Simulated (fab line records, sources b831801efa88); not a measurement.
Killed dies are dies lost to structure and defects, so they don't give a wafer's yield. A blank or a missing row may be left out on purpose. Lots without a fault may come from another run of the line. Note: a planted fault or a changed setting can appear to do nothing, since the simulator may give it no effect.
Which of the tools did it?    flow sky130    11 lots, 33 wafers sampled, at 4 steps of a route of 708

## WHAT THE GAUGES READ, wafer by wafer
SKY_GATE_OXIDE_THK_MEAS_02.
lot   measured      on             GATE_OXIDE_OXIDATION_00_THK (nm)
L381  day 12 18:44  film-metro-04  9.90 10.06 10.04
L386  day 14 12:15  film-metro-02  10.34 10.29 10.19
L387  day 14 22:06  film-metro-02  9.19 9.26 8.79 9.15 9.22 8.81
L388  day 15 10:58  film-metro-03  9.14 9.14 9.09 9.11 9.17 9.20
L389  day 15 15:23  film-metro-04  9.24 9.21 9.39 9.27 9.20 9.40
L396  day 18 06:40  film-metro-04  10.28 10.25 10.16
L397  day 18 15:05  film-metro-04  10.04 10.07 10.10
L399  day 19 02:12  film-metro-02  9.90 9.87 9.87
L400  day 19 14:53  film-metro-04  10.73 10.60 10.70
L401  day 19 22:06  film-metro-03  9.90 9.99 9.79
L402  day 19 22:07  film-metro-02  10.22 10.18 10.38

SKY_SD_N_CD_MEAS_07: the cd target is 380 nm.
lot   measured      on         cd-nm (nm)
L381  day 27 19:33  cd-sem-01  384.2 386.8 385.5
L386  day 29 16:47  cd-sem-02  378.6 379.8 377.5
L387  day 30 06:35  cd-sem-01  378.3 377.9 374.3
L388  day 30 10:57  cd-sem-02  380.0 380.7 382.7
L389  day 30 19:26  cd-sem-02  379.5 380.7 381.0
L396  day 33 11:15  cd-sem-02  378.1 379.1 379.4
L397  day 33 13:17  cd-sem-02  381.4 384.5 383.5
L399  day 33 23:16  cd-sem-01  379.3 378.5 381.0
L400  day 34 10:06  cd-sem-02  380.9 382.1 378.4
L401  day 34 21:09  cd-sem-01  378.7 381.3 380.8
L402  day 34 16:10  cd-sem-02  379.1 378.8 378.2

## WHAT TOOL EACH LOT RAN ON (gives the tool, then ch and the chambers of the sampled wafers, and finally the start)
lot   SKY_GATE_OXIDE_OXIDATION_01    SKY_SD_P_STRIP_10
L381  furnace-01 ch 0, day 12 17:20  plasma-asher-03 ch 0,1, day 25 08:27
L386  furnace-02 ch 0, day 14 10:50  plasma-asher-03 ch 0,1, day 27 08:06
L387  furnace-02 ch 0, day 14 20:41  plasma-asher-04 ch 0,1, day 27 21:24
L388  furnace-02 ch 0, day 15 09:34  plasma-asher-01 ch 0,1, day 28 02:42
L389  furnace-02 ch 0, day 15 13:59  plasma-asher-03 ch 0,1, day 28 12:18
L396  furnace-02 ch 0, day 18 05:15  plasma-asher-03 ch 0, day 31 05:34
L397  furnace-02 ch 0, day 18 13:40  plasma-asher-04 ch 0,1, day 31 07:27
L399  furnace-01 ch 0, day 19 00:47  plasma-asher-01 ch 0,1, day 31 17:39
L400  furnace-02 ch 0, day 19 13:29  plasma-asher-03 ch 0,1, day 32 04:27
L401  furnace-02 ch 0, day 19 20:41  plasma-asher-04 ch 0,1, day 32 13:51
L402  furnace-02 ch 0, day 19 20:41  plasma-asher-03 ch 0, day 32 10:13
- SKY_GATE_OXIDE_OXIDATION_01: stabilise 600 s, purge 300 s, target thk 10.268 nm.
- SKY_SD_P_STRIP_10: strips in O2/N2.

## AS READ BY THE TOOLS THEMSELVES (means over the sampled wafers that have a number; for cases with no such wafer, the mark the record gives instead)
SKY_GATE_OXIDE_OXIDATION_01.
lot   tool        spike-tc-bottom-C (C)  spike-tc-centre-C (C)  spike-tc-lower-C (C)  spike-tc-top-C (C)  spike-tc-upper-C (C)  zone-power-centre-pct (%)
L381  furnace-01  920.4                  899.7                  901.5                 911.1               899.5                 19.24
L386  furnace-02  917.5                  900.5                  900.4                 910.5               898.4                 19.31
L387  furnace-02  906.8                  889.0                  889.0                 898.3               886.4                 19.06
L388  furnace-02  906.1                  889.1                  889.4                 898.3               887.1                 18.92
L389  furnace-02  905.6                  889.8                  889.0                 897.1               887.6                 18.69
L396  furnace-02  917.4                  900.8                  900.0                 908.6               899.3                 19.31
L397  furnace-02  916.7                  901.5                  900.7                 908.9               898.8                 19.52
L399  furnace-01  920.7                  899.5                  901.0                 911.9               899.8                 19.26
L400  furnace-02  918.2                  900.5                  900.9                 909.7               899.0                 19.47
L401  furnace-02  917.7                  900.8                  902.3                 909.3               898.3                 19.36
L402  furnace-02  917.3                  900.0                  900.0                 909.6               899.3                 19.37

SKY_SD_P_STRIP_10.
lot   tool             drypump-motor-current-A (A)  oes-product-au (a.u.)  strip-time-to-endpoint-s (s)
L381  plasma-asher-03  5.9                          0.619                  17.47
L386  plasma-asher-03  5.9                          0.618                  17.51
L387  plasma-asher-04  6.0                          0.616                  17.44
L388  plasma-asher-01  6.2                          0.616                  17.46
L389  plasma-asher-03  6.0                          0.620                  17.44
L396  plasma-asher-03  5.5                          0.616                  17.50
L397  plasma-asher-04  6.1                          0.618                  17.46
L399  plasma-asher-01  6.4                          0.620                  17.53
L400  plasma-asher-03  5.9                          0.616                  17.50
L401  plasma-asher-04  6.0                          0.618                  17.41
L402  plasma-asher-03  5.5                          0.621                  17.42

## THE ANSWER, worked out from the rows above alone
Rule: usual is defined by the lots themselves. The widest of any qualifying gaps counts: lots, ordered by their means at a reading, are off when they make up no more than a third of the lots, leave a main group of 4 or more, and stand apart from it by 3 or more times the standard deviation of that group's means. A main group whose means are all the same, to the digits that the tables above print for the reading, isn't used. A lot without any number at a reading at which 4 lots or more have one is off too. Any other lot the step has rows for is counted as sound. Order of review: gauges by route order, followed by the tools' own readings, for which a lot's mean as printed above is used. The first step at which some lot is off is used, and at that step the reading that is off furthest; a lot without a number counts as furthest.
Off, at SKY_GATE_OXIDE_OXIDATION_01 on spike-tc-upper-C: L387, L388, L389. Mean 899.0 C and standard deviation 0.49 in the main group.
If a tool, at that step or one of the process steps before it, ran each lot that is off and ran no sound lot following the first of them, it fits. None of those tried fits.

## WHAT HAD BEEN PUT IN BY THE SIMULATOR
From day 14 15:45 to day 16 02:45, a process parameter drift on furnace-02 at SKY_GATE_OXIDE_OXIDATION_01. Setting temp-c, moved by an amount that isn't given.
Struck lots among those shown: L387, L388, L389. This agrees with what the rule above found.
